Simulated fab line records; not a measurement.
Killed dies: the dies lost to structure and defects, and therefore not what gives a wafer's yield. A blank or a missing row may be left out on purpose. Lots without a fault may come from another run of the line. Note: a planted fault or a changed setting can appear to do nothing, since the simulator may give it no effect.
Which tool did it? / flow gf180mcu / 6 lots, 18 wafers sampled, at 3 steps of a route of 602

## WHAT THE GAUGES SHOWED, per wafer
GF_PSD_TW_MEAS_11.
lot=L716; measured=day 16 00:02; on=film_metro-03; PSD_TW=3231 3208 3229
lot=L718; measured=day 16 07:54; on=film_metro-03; PSD_TW=3205 3224 3233
lot=L720; measured=day 17 08:00; on=film_metro-03; PSD_TW=3233 3221 3226
lot=L725; measured=day 18 22:01; on=film_metro-03; PSD_TW=3218 3231 3219
lot=L728; measured=day 19 23:46; on=film_metro-03; PSD_TW=30 30 30
lot=L734; measured=day 21 21:42; on=film_metro-01; PSD_TW=3181 3181 3189

## TOOL THAT RAN EACH LOT (tool first, then ch and the chambers of the sampled wafers, then the start)
lot=L716; GF_NSD_STRIP_11=plasma_asher-04 ch 0,1, day 15 01:48; GF_PSD_STRIP_10=plasma_asher-03 ch 0,1, day 15 23:55
lot=L718; GF_NSD_STRIP_11=plasma_asher-04 ch 0, day 15 09:52; GF_PSD_STRIP_10=plasma_asher-04 ch 0,1, day 16 07:48
lot=L720; GF_NSD_STRIP_11=plasma_asher-02 ch 0,1, day 16 08:50; GF_PSD_STRIP_10=plasma_asher-02 ch 0,1, day 17 07:54
lot=L725; GF_NSD_STRIP_11=plasma_asher-04 ch 0,1, day 17 21:43; GF_PSD_STRIP_10=plasma_asher-04 ch 0,1, day 18 21:55
lot=L728; GF_NSD_STRIP_11=plasma_asher-02 ch 0,1, day 18 23:36; GF_PSD_STRIP_10=plasma_asher-04 ch 0,1, day 19 23:40
lot=L734; GF_NSD_STRIP_11=plasma_asher-04 ch 0,1, day 20 21:20; GF_PSD_STRIP_10=plasma_asher-04 ch 1, day 21 21:36
- GF_NSD_STRIP_11: strips in O2/N2.
- GF_PSD_STRIP_10: strips in O2/N2.

## THE ANSWER, worked out from the rows above alone
Rule: usual is defined by the lots themselves. The widest of any qualifying gaps counts: lots, ordered by their means at a reading, are off when they make up no more than a third of the lots, leave a main group of 4 or more, and stand apart from it by 3 or more times the standard deviation of that group's means. The tables above print the reading to a certain number of digits; a main group whose means all agree to those digits is not used. A lot without any number at a reading at which 4 lots or more have one is off too. The other lots that the step has rows for count as sound.
Off: at GF_PSD_TW_MEAS_11 (PSD_TW), L728. The main group has a mean of 3215 with a standard deviation of 16.
If a tool, at a process step before that reading, ran all the lots that are off and no sound lot after the first of them, it fits. Gauges at GF_PSD_TW_MEAS_11: tried the same way as those tools. 2 tools fit, plasma_asher-02 at GF_NSD_STRIP_11 and film_metro-03 at GF_PSD_TW_MEAS_11, so this cannot tell which one it is.

## WHAT THE SIMULATOR HAD INSERTED
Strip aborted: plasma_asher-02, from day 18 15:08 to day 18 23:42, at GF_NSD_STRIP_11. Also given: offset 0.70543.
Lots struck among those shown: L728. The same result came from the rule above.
